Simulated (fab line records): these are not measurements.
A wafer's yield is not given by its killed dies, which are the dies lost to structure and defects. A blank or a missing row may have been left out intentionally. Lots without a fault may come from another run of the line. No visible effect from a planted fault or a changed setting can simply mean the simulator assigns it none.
Which tool was responsible? -- flow gf180mcu -- 13 lots, 39 wafers sampled, at 5 steps of a route of 602

== WHAT EACH GAUGE READ, for each wafer ==
GF_V2_THK_MEAS_03. Usual: V2_CVD_02_THK gives 851 nm (standard deviation 11).
lot,measured,on,V2_CVD_02_THK (nm),flag
L604,day 19 17:21,film_metro-02,859 858 880,
L605,day 20 05:01,film_metro-04,830 833 847,
L607,day 21 00:00,film_metro-02,845 856 860,
L616,day 24 13:40,film_metro-03,843 847 853,
L617,day 24 23:14,film_metro-03,846 863 863,
L618,day 25 04:41,film_metro-03,850 835 860,
L619,day 25 09:14,film_metro-02,841 841 852,
L620,day 25 22:30,film_metro-03,842 858 857,
L622,day 26 09:37,film_metro-03,846 859 854,
L621,day 26 09:56,film_metro-02,845 857 867,
L623,day 26 22:20,film_metro-03,843 865 863,
L624,day 27 00:43,film_metro-04,830 876 849,
L625,day 27 06:32,film_metro-04,846 851 839,

GF_M3_CD_MEAS_14: the cd target is 280 nm. Usual: cd_nm reads 280.2 nm (standard deviation 1.2).
lot,measured,on,cd_nm (nm),flag
L604,day 21 19:04,cd_sem-01,278.9 277.9 278.4,
L605,day 22 06:16,cd_sem-02,278.5 280.1 279.1,
L607,day 23 00:13,cd_sem-01,279.9 196.4 194.6,OFF
L616,day 26 08:57,cd_sem-02,281.6 281.8 280.3,
L617,day 26 20:57,cd_sem-01,280.2 279.7 280.3,
L618,day 27 00:05,cd_sem-01,279.5 280.3 280.8,
L619,day 27 04:35,cd_sem-01,280.0 278.5 278.7,
L620,day 27 16:26,cd_sem-01,279.7 281.0 279.6,
L622,day 28 02:46,cd_sem-02,279.3 279.9 280.1,
L621,day 28 03:43,cd_sem-01,280.2 280.9 280.5,
L623,day 28 15:40,cd_sem-02,282.2 281.0 281.5,
L624,day 28 17:26,cd_sem-02,281.7 281.8 281.4,
L625,day 28 23:02,cd_sem-01,281.5 280.7 281.1,

== WHICH TOOL RAN EACH LOT (tool, then ch and the chambers of the sampled wafers, then the start) ==
lot,GF_V2_CVD_02,GF_V2_SPUTTER_22,GF_M3_EXPOSE_11
L604,"pecvd-01 ch 1,2, day 19 17:16","pvd_sputter-03, day 20 18:36","krf_scanner-01 ch 0, day 21 07:32"
L605,"pecvd-04 ch 1,2, day 20 04:55","pvd_sputter-03, day 21 06:15","krf_scanner-01 ch 0, day 21 18:42"
L607,"pecvd-01 ch 0,1, day 20 23:56","pvd_sputter-03, day 22 00:28","krf_scanner-01 ch 0, day 22 13:20"
L616,"pecvd-01 ch 0,2, day 24 13:36","pvd_sputter-03, day 25 11:33","krf_scanner-02 ch 0, day 25 22:58"
L617,"pecvd-04 ch 1,2, day 24 23:10","pvd_sputter-02, day 25 23:46","krf_scanner-02 ch 0, day 26 10:55"
L618,"pecvd-04 ch 0,2, day 25 04:37","pvd_sputter-01, day 26 02:39","krf_scanner-02 ch 0, day 26 14:04"
L619,"pecvd-03 ch 0,1, day 25 09:08","pvd_sputter-02, day 26 07:46","krf_scanner-01 ch 0, day 26 18:41"
L620,"pecvd-01 ch 0,1, day 25 22:25","pvd_sputter-01, day 26 19:34","krf_scanner-01 ch 0, day 27 06:43"
L622,"pecvd-01 ch 0,1, day 26 09:33","pvd_sputter-02, day 27 06:22","krf_scanner-01 ch 0, day 27 17:22"
L621,"pecvd-03 ch 1,2, day 26 09:52","pvd_sputter-03, day 27 06:45","krf_scanner-02 ch 0, day 27 18:05"
L623,"pecvd-04 ch 1,2, day 26 22:15","pvd_sputter-02, day 27 19:20","krf_scanner-01 ch 0, day 28 06:14"
L624,"pecvd-03 ch 0,2, day 27 00:37","pvd_sputter-03, day 27 21:55","krf_scanner-02 ch 0, day 28 08:10"
L625,"pecvd-03 ch 0,1,2, day 27 06:28","pvd_sputter-03, day 28 03:02","krf_scanner-02 ch 0, day 28 13:38"
- GF_V2_CVD_02: deposits SiO2 from TEOS, target thk 850 nm, time 94.851 s.
- GF_V2_SPUTTER_22: material TiN, target thk 10 nm, time 40 s.
- GF_M3_EXPOSE_11: exposes mask Metal3, target cd 280 nm.

== AS READ BY THE TOOLS THEMSELVES (means over the sampled wafers that have a number; for cases with no such wafer, the mark the record gives instead) ==
GF_V2_CVD_02. Usual: heater_power_w 644 W, standard deviation 120; rf_fwd_power_W 596.2 W, standard deviation 2.2.
lot,tool,heater_power_w (W),rf_fwd_power_W (W),flag
L604,pecvd-01,674,596.5,
L605,pecvd-04,643,598.1,
L607,pecvd-01,512,594.2,
L616,pecvd-01,749,597.3,
L617,pecvd-04,803,597.6,
L618,pecvd-04,700,595.4,
L619,pecvd-03,632,595.8,
L620,pecvd-01,620,595.8,
L622,pecvd-01,566,594.1,
L621,pecvd-03,589,598.0,
L623,pecvd-04,751,595.1,
L624,pecvd-03,623,597.8,
L625,pecvd-03,558,596.8,

GF_V2_SPUTTER_22. Usual: throttle_valve_pct reads 30.6 % (standard deviation 1.2).
lot,tool,throttle_valve_pct (%),flag
L604,pvd_sputter-03,29.9,
L605,pvd_sputter-03,30.9,
L607,pvd_sputter-03,29.5,
L616,pvd_sputter-03,29.7,
L617,pvd_sputter-02,30.3,
L618,pvd_sputter-01,30.3,
L619,pvd_sputter-02,31.0,
L620,pvd_sputter-01,29.8,
L622,pvd_sputter-02,30.8,
L621,pvd_sputter-03,30.7,
L623,pvd_sputter-02,31.7,
L624,pvd_sputter-03,29.2,
L625,pvd_sputter-03,30.4,

== THE ANSWER, worked out from the rows above alone ==
Rule: a lot counts as off when the mean over its wafers that have a number is more than 3 standard deviations away from the usual mean. Also off: a lot with no number at a reading for which 4 or more lots have one. All remaining lots with rows at the step are treated as sound. The gauges are gone through in route order, then the tools' own readings, and for those a lot's mean is taken as printed above. At the first step where some lot is off, the reading lying furthest off is the one used; lots without a number count as furthest.
Off: L607 (GF_M3_CD_MEAS_14, cd_nm).
If a tool, at a process step before that reading, ran all the lots that are off and no sound lot after the first of them, it fits. Those tools and the gauges at GF_M3_CD_MEAS_14 are tried in the same way. None of those tried fits.

== WHAT THE SIMULATOR HAD PUT IN ==
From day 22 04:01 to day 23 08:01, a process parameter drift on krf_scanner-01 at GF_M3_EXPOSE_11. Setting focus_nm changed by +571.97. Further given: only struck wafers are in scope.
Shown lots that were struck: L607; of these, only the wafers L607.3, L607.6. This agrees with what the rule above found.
